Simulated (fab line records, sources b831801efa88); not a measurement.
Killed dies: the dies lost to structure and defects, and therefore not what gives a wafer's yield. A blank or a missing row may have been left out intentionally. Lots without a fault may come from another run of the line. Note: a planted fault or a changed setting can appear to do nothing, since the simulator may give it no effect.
fab line records	flow sky130
record: lots: 13	wafers: 39	last-day: 50
route steps=708 shown NWELL@67 PWDE@84 VT_ADJUST_HVTP@93 VT_ADJUST_NCORE@126
lots that met no fault: from a run of the same line without faults
start-h: hours from the record's first day to the start of the lot's first wafer shown	wait-h: how many hours have passed since the lot's step before this one	" as in the row above	L1.1+2: a single row standing in for several wafers	- no value present, or no start provided	* or withheld: withheld	< > ~ a bound
route shown NAME@n: names a module that has steps shown in the file, with the first one's number in the route	usual: mean and standard deviation over wafers with no fault	same: alike in all rows	chamber/n: place in a boat	sites: the reading at each site	_std_site: the values' standard deviation	_edge_site: inner sites' mean taken away from outer sites' mean	radius-mm: for every site, how far away it sits from the centre of the wafer	mask NAME#n: copy n	behind: the tool/chamber that last shaped the wafer	hold: what put the lot on hold/how long, in hours/how the hold closed	device: names the non-switching transistor (n, p or np)	end of line: at the end of the route, the tests of the same wafers	a step with no rows: only its recipe	killed: count of dies lost to structure and defects at first sort (not the wafer's yield)	map: a wafer's dies, marking killed ones x, the rest . and places with no die _
set.NAME: the setting as run; set.NAME@STEP: as run at that earlier step	model.NAME: the simulator's own value behind a step, which no gauge read
the route's steps for a sample of lots (tables are steps, rows are wafers)
services: a tool's chamber out of use, with start hour (start-h, from the record's first day; less than 0 if before it), hours out, and reason
== steps ==
step: SKY_NWELL_STRIP_14
recipe: chemistry: O2/N2	power-w: 1400	pressure-mtorr: 1500	platen-temp-c: withheld	o2-flow-sccm: 3000	n2-flow-sccm: 300	overash-fraction: 0.5
usual: drypump-motor-current-A: 5.9/0.3	n2-flow-sccm: 299.9/0.94	oes-product-au: 0.723/0.0048	strip-time-to-endpoint-s: 36.94/0.11
lot.wafer	tool	chamber	start-h	wait-h	drypump-motor-current-A	n2-flow-sccm	oes-product-au	rf-hours-counter-h	strip-time-to-endpoint-s
L434.4	plasma-asher-02	0	91.78	0.1	5.8	300.3	0.720	-	36.87
L434.5	"	0	"	"	5.8	300.4	0.717	-	36.82
L434.6	"	1	"	"	6.3	299.4	0.722	-	36.97
L435.4	plasma-asher-02	0	96.45	0.1	5.8	299.1	0.722	-	37.11
L435.5	"	1	"	"	6.3	300.2	0.713	-	37.10
L435.6	"	0	"	"	5.8	298.4	0.722	-	37.09
L437.1	plasma-asher-02	0	104.22	0.1	5.9	299.7	0.726	42	36.81
L437.3	"	0	"	"	5.9	300.4	0.719	-	36.82
L437.4	"	1	"	"	6.3	299.2	0.727	-	36.72
L440.1	plasma-asher-01	1	125.57	0.1	5.9	299.3	0.719	32	37.08
L440.4	"	0	"	"	5.6	299.6	0.721	-	36.99
L440.6	"	1	"	"	5.8	301.0	0.725	-	37.11
L441.3	plasma-asher-02	1	130.27	0.1	6.3	300.6	0.730	-	37.00
L441.4	"	0	"	"	5.8	299.3	0.718	-	36.97
L441.6	"	1	"	"	6.3	299.6	0.723	-	36.92
L443.1	plasma-asher-03	1	139.32	0.1	5.4	302.0	0.880	46	-
L443.4	"	0	"	"	6.1	300.9	0.899	-	-
L443.6	"	0	"	"	6.1	302.6	0.864	-	-
L450.3	plasma-asher-02	1	182.57	0.1	6.3	297.6	0.715	-	36.92
L450.4	"	0	"	"	5.9	299.3	0.726	-	37.00
L450.5	"	1	"	"	6.3	298.8	0.719	-	36.97
L451.1	plasma-asher-01	0	185.07	0.1	5.6	300.3	0.720	37	36.90
L451.2	"	1	"	"	5.9	301.1	0.724	37	36.89
L451.4	"	1	"	"	5.9	300.7	0.726	-	37.13
L452.1	plasma-asher-03	0	199.72	0.1	6.1	298.7	0.725	52	36.81
L452.5	"	1	"	"	5.4	298.9	0.716	-	36.86
L452.6	"	0	"	"	6.1	298.4	0.719	-	36.82
L453.1	plasma-asher-02	1	202.22	0.1	6.3	299.8	0.735	52	37.02
L453.3	"	0	"	"	5.9	299.4	0.721	-	36.90
L453.5	"	1	"	"	6.2	301.4	0.724	-	36.83
L454.1	plasma-asher-01	1	203.48	0.1	5.9	300.3	0.723	39	36.89
L454.2	"	0	"	"	5.6	298.1	0.725	39	36.76
L454.5	"	1	"	"	5.8	300.2	0.721	-	36.96
L456.2	plasma-asher-03	0	225.04	0.1	6.1	301.4	0.716	54	37.03
L456.3	"	1	"	"	5.4	300.2	0.726	-	36.96
L456.6	"	0	"	"	6.1	299.9	0.727	-	36.84
L457.1	plasma-asher-03	0	230.22	0.1	6.1	299.2	0.719	55	37.05
L457.2	"	1	"	"	5.4	299.9	0.726	55	37.02
L457.4	"	1	"	"	5.4	301.5	0.729	-	37.08
step: SKY_NWELL_STRIP_25
recipe: chemistry: O2/N2	power-w: 1400	pressure-mtorr: 1500	platen-temp-c: withheld	o2-flow-sccm: 3000	n2-flow-sccm: 300	overash-fraction: 0.5
usual: drypump-motor-current-A: 5.89/0.28	n2-flow-sccm: 300.0/0.84	oes-product-au: 0.723/0.005	strip-time-to-endpoint-s: 36.91/0.085
lot.wafer	tool	chamber	start-h	wait-h	drypump-motor-current-A	n2-flow-sccm	oes-product-au	rf-hours-counter-h	strip-time-to-endpoint-s
L434.4	plasma-asher-01	0	109.90	0.1	5.60	300.8	0.718	-	37.07
L434.5	"	0	"	"	5.60	300.6	0.726	-	36.90
L434.6	"	1	"	"	5.87	301.5	0.730	-	36.92
L435.4	plasma-asher-02	1	114.87	0.1	6.27	300.8	0.718	-	37.01
L435.5	"	1	"	"	6.27	298.7	0.725	-	36.99
L435.6	"	0	"	"	5.83	300.5	0.720	-	36.94
L437.1	plasma-asher-01	0	122.18	0.1	5.61	299.1	0.718	32	36.87
L437.3	"	1	"	"	5.85	298.7	0.724	-	36.91
L437.4	"	0	"	"	5.60	300.0	0.712	-	36.86
L440.1	plasma-asher-03	0	144.44	0.1	6.12	300.2	0.729	46	36.90
L440.4	"	1	"	"	5.42	299.1	0.717	-	36.89
L440.6	"	0	"	"	6.13	300.6	0.719	-	36.75
L441.3	plasma-asher-02	0	149.41	0.1	5.77	300.5	0.724	-	36.87
L441.4	"	1	"	"	6.29	300.8	0.717	-	36.86
L441.6	"	1	"	"	6.29	298.9	0.723	-	36.88
L443.1	plasma-asher-02	1	158.24	0.1	6.25	299.3	0.723	48	72.25
L443.4	"	0	"	"	5.84	301.1	0.736	-	72.31
L443.6	"	0	"	"	5.87	300.0	0.731	-	72.21
L450.3	plasma-asher-02	1	203.77	0.1	6.27	300.1	0.727	-	36.84
L450.4	"	0	"	"	5.82	298.5	0.723	-	36.76
L450.5	"	0	"	"	5.86	299.3	0.726	-	36.74
L451.1	plasma-asher-02	1	204.09	0.1	6.24	300.3	0.731	52	37.07
L451.2	"	0	"	"	5.80	299.6	0.715	52	37.01
L451.4	"	1	"	"	6.26	299.7	0.727	-	37.07
L452.1	plasma-asher-01	0	220.97	0.1	5.61	299.4	0.732	40	36.99
L452.5	"	1	"	"	5.84	298.9	0.730	-	37.00
L452.6	"	0	"	"	5.61	298.4	0.715	-	36.85
L453.1	plasma-asher-03	1	224.58	0.1	5.44	299.5	0.729	54	36.91
L453.3	"	1	"	"	5.44	300.6	0.722	-	36.93
L453.5	"	1	"	"	5.43	301.5	0.724	-	36.89
L454.1	plasma-asher-03	1	226.02	0.1	5.43	299.5	0.730	54	36.90
L454.2	"	0	"	"	6.13	300.9	0.718	54	36.86
L454.5	"	1	"	"	5.42	299.9	0.732	-	36.78
L456.2	plasma-asher-01	0	249.13	0.1	5.62	299.9	0.717	43	37.07
L456.3	"	1	"	"	5.85	299.7	0.721	-	36.84
L456.6	"	0	"	"	5.60	299.8	0.723	-	37.05
L457.1	plasma-asher-03	0	253.02	0.1	6.09	300.1	0.726	57	36.89
L457.2	"	1	"	"	5.43	301.2	0.726	57	36.84
L457.4	"	1	"	"	5.43	300.2	0.720	-	36.80
step: SKY_NWELL_TW_MEAS_26
usual: NWELL_2_TW: 499.7/2.8
lot.wafer	tool	chamber	start-h	wait-h	NWELL_2_TW
L434.4	film-metro-04	-	110.00	0.1	495.5
L434.5	"	-	"	"	495.7
L434.6	"	-	"	"	494.8
L435.4	film-metro-02	-	114.97	0.1	500.1
L435.5	"	-	"	"	500.0
L435.6	"	-	"	"	501.1
L437.1	film-metro-02	-	122.28	0.1	497.4
L437.3	"	-	"	"	496.9
L437.4	"	-	"	"	499.0
L440.1	film-metro-01	-	144.54	0.1	505.3
L440.4	"	-	"	"	504.6
L440.6	"	-	"	"	502.5
L441.3	film-metro-02	-	149.50	0.1	502.7
L441.4	"	-	"	"	502.4
L441.6	"	-	"	"	502.5
L443.1	film-metro-02	-	158.34	0.1	30.3
L443.4	"	-	"	"	30.6
L443.6	"	-	"	"	30.5
L450.3	film-metro-04	-	203.86	0.1	495.4
L450.4	"	-	"	"	499.1
L450.5	"	-	"	"	498.0
L451.1	film-metro-01	-	204.19	0.1	496.8
L451.2	"	-	"	"	496.4
L451.4	"	-	"	"	499.4
L452.1	film-metro-04	-	221.07	0.1	499.4
L452.5	"	-	"	"	498.2
L452.6	"	-	"	"	497.2
L453.1	film-metro-02	-	224.68	0.1	498.8
L453.3	"	-	"	"	501.1
L453.5	"	-	"	"	503.8
L454.1	film-metro-04	-	226.12	0.1	500.2
L454.2	"	-	"	"	499.6
L454.5	"	-	"	"	499.2
L456.2	film-metro-01	-	249.24	0.1	501.9
L456.3	"	-	"	"	501.8
L456.6	"	-	"	"	502.3
L457.1	film-metro-04	-	253.12	0.1	496.2
L457.2	"	-	"	"	496.5
L457.4	"	-	"	"	494.9
step: SKY_NWELL_RS_MEAS_31
recipe: thk-meas-gauge: four-point-probe
usual: PWDE_RS: 5274/18
lot.wafer	tool	chamber	start-h	wait-h	PWDE_RS[ohm/sq]
L434.4	film-metro-02	-	110.48	0.1	5258
L434.5	"	-	"	"	5252
L434.6	"	-	"	"	5265
L435.4	film-metro-02	-	115.46	0.1	5292
L435.5	"	-	"	"	5288
L435.6	"	-	"	"	5282
L437.1	film-metro-04	-	122.73	0.1	5269
L437.3	"	-	"	"	5274
L437.4	"	-	"	"	5266
L440.1	film-metro-04	-	144.99	0.1	5257
L440.4	"	-	"	"	5268
L440.6	"	-	"	"	5259
L441.3	film-metro-01	-	149.97	0.1	5289
L441.4	"	-	"	"	5283
L441.6	"	-	"	"	5283
L443.1	film-metro-04	-	158.80	0.1	5276
L443.4	"	-	"	"	5260
L443.6	"	-	"	"	5274
L450.3	film-metro-04	-	204.34	0.1	5242
L450.4	"	-	"	"	5244
L450.5	"	-	"	"	5241
L451.1	film-metro-02	-	204.65	0.1	5283
L451.2	"	-	"	"	5271
L451.4	"	-	"	"	5298
L452.1	film-metro-01	-	221.52	0.1	5287
L452.5	"	-	"	"	5297
L452.6	"	-	"	"	5294
L453.1	film-metro-02	-	225.13	0.1	5265
L453.3	"	-	"	"	5268
L453.5	"	-	"	"	5272
L454.1	film-metro-01	-	226.57	0.1	5293
L454.2	"	-	"	"	5290
L454.5	"	-	"	"	5289
L456.2	film-metro-04	-	249.70	0.1	5237
L456.3	"	-	"	"	5238
L456.6	"	-	"	"	5251
L457.1	film-metro-01	-	253.57	0.1	5289
L457.2	"	-	"	"	5277
L457.4	"	-	"	"	5287
step: SKY_VT_ADJUST_HVTP_OVL_MEAS_08
usual: VT_ADJUST_HVTP_OVL: 0.5/1.5
lot.wafer	tool	chamber	start-h	wait-h	VT_ADJUST_HVTP_OVL[nm]
L434.4	overlay-02	-	128.82	0.1	-0.5
L434.5	"	-	"	"	-0.6
L434.6	"	-	"	"	-2.3
L435.4	overlay-02	-	133.38	0.1	0.6
L435.5	"	-	"	"	1.0
L435.6	"	-	"	"	-0.8
L437.1	overlay-02	-	141.25	0.1	3.0
L437.3	"	-	"	"	3.7
L437.4	"	-	"	"	4.5
L440.1	overlay-01	-	164.10	0.1	0.3
L440.4	"	-	"	"	-0.4
L440.6	"	-	"	"	-0.2
L441.3	overlay-01	-	169.61	0.1	0.8
L441.4	"	-	"	"	-0.1
L441.6	"	-	"	"	0.3
L443.1	overlay-01	-	177.83	0.1	2.0
L443.4	"	-	"	"	1.1
L443.6	"	-	"	"	1.6
L450.3	overlay-02	-	226.57	0.1	-1.1
L450.4	"	-	"	"	-1.0
L450.5	"	-	"	"	-1.2
L451.1	overlay-01	-	226.86	0.1	0.7
L451.2	"	-	"	"	-0.1
L451.4	"	-	"	"	-0.5
L452.1	overlay-02	-	244.57	0.1	-1.1
L452.5	"	-	"	"	-1.2
L452.6	"	-	"	"	-0.7
L453.1	overlay-01	-	249.35	0.1	-2.1
L453.3	"	-	"	"	-1.5
L453.5	"	-	"	"	-0.7
L454.1	overlay-02	-	250.25	0.1	-0.4
L454.2	"	-	"	"	-0.9
L454.5	"	-	"	"	-0.9
L456.2	overlay-01	-	273.01	0.1	0.2
L456.3	"	-	"	"	0.5
L456.6	"	-	"	"	-1.0
L457.1	overlay-02	-	277.91	0.1	0.3
L457.2	"	-	"	"	0.0
L457.4	"	-	"	"	0.7
step: SKY_VT_ADJUST_NCORE_CD_MEAS_07
recipe: target-cd-nm: 380
usual: cd-nm: 380.5/2.6
lot.wafer	tool	chamber	start-h	wait-h	cd-nm
L434.4	cd-sem-02	-	186.79	0.1	380.5
L434.5	"	-	"	"	381.3
L434.6	"	-	"	"	381.7
L435.4	cd-sem-02	-	192.45	0.1	387.8
L435.5	"	-	"	"	385.4
L435.6	"	-	"	"	387.6
L437.1	cd-sem-02	-	201.81	0.2	380.2
L437.3	"	-	"	"	381.3
L437.4	"	-	"	"	381.7
L440.1	cd-sem-02	-	225.18	0.2	379.2
L440.4	"	-	"	"	379.1
L440.6	"	-	"	"	377.0
L441.3	cd-sem-02	-	227.08	0.1	379.3
L441.4	"	-	"	"	379.2
L441.6	"	-	"	"	380.1
L443.1	cd-sem-02	-	247.04	0.1	380.8
L443.4	"	-	"	"	379.7
L443.6	"	-	"	"	379.0
L450.3	cd-sem-02	-	299.22	0.1	377.3
L450.4	"	-	"	"	376.9
L450.5	"	-	"	"	376.8
L451.1	cd-sem-01	-	300.13	0.1	382.9
L451.2	"	-	"	"	380.6
L451.4	"	-	"	"	382.9
L452.1	cd-sem-02	-	318.68	0.1	380.4
L452.5	"	-	"	"	378.8
L452.6	"	-	"	"	381.2
L453.1	cd-sem-01	-	324.03	0.1	379.0
L453.3	"	-	"	"	381.7
L453.5	"	-	"	"	379.3
L454.1	cd-sem-01	-	326.89	0.1	383.0
L454.2	"	-	"	"	383.7
L454.5	"	-	"	"	381.5
L456.2	cd-sem-01	-	350.71	0.1	381.4
L456.3	"	-	"	"	381.0
L456.6	"	-	"	"	382.2
L457.1	cd-sem-02	-	357.09	0.1	377.1
L457.2	"	-	"	"	377.2
L457.4	"	-	"	"	377.1
== services ==
tool	chamber	start-h	hours	kind
plasma-asher-03	-	103.31	1.0	repair
plasma-asher-03	-	124.00	1.4	repair
== key ==
first-sign: step: SKY_NWELL_STRIP_14	reading: oes-product-au	direction: up	sigmas: 33	usual: 0.723	struck: 0.881
effect: step: SKY_NWELL_STRIP_25	reading: strip-time-to-endpoint-s	direction: up	sigmas: 99+	usual: *	struck: *
effect: step: SKY_NWELL_TW_MEAS_26	reading: NWELL_2_TW	direction: down	sigmas: 99+	usual: 499.7	struck: 30.5
met-at SKY_NWELL_STRIP_14
struck-lots L443
sort-left-out L443.1,L443.4,L443.6
tester-left-out L443
not-acting-at SKY_NWELL_RS_MEAS_31,SKY_VT_ADJUST_HVTP_OVL_MEAS_08,SKY_VT_ADJUST_NCORE_CD_MEAS_07
fault: kind: strip-aborted	tool: plasma-asher-03	chamber: -	onset-h: 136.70	steps: SKY_NWELL_STRIP_14	offset: 0.98321	end-h: 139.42
tester-left-out: of these lots the tester's yield and bins aren't shown, on N5 and GAA mostly nor the transistor test; their killed dies are dies lost to structure and defects alone, not to doping, threshold or leakage, so they don't give the yield
sort-left-out: the simulated sort isn't trusted on such a fault, so these wafers' sort isn't shown, and their yield isn't known
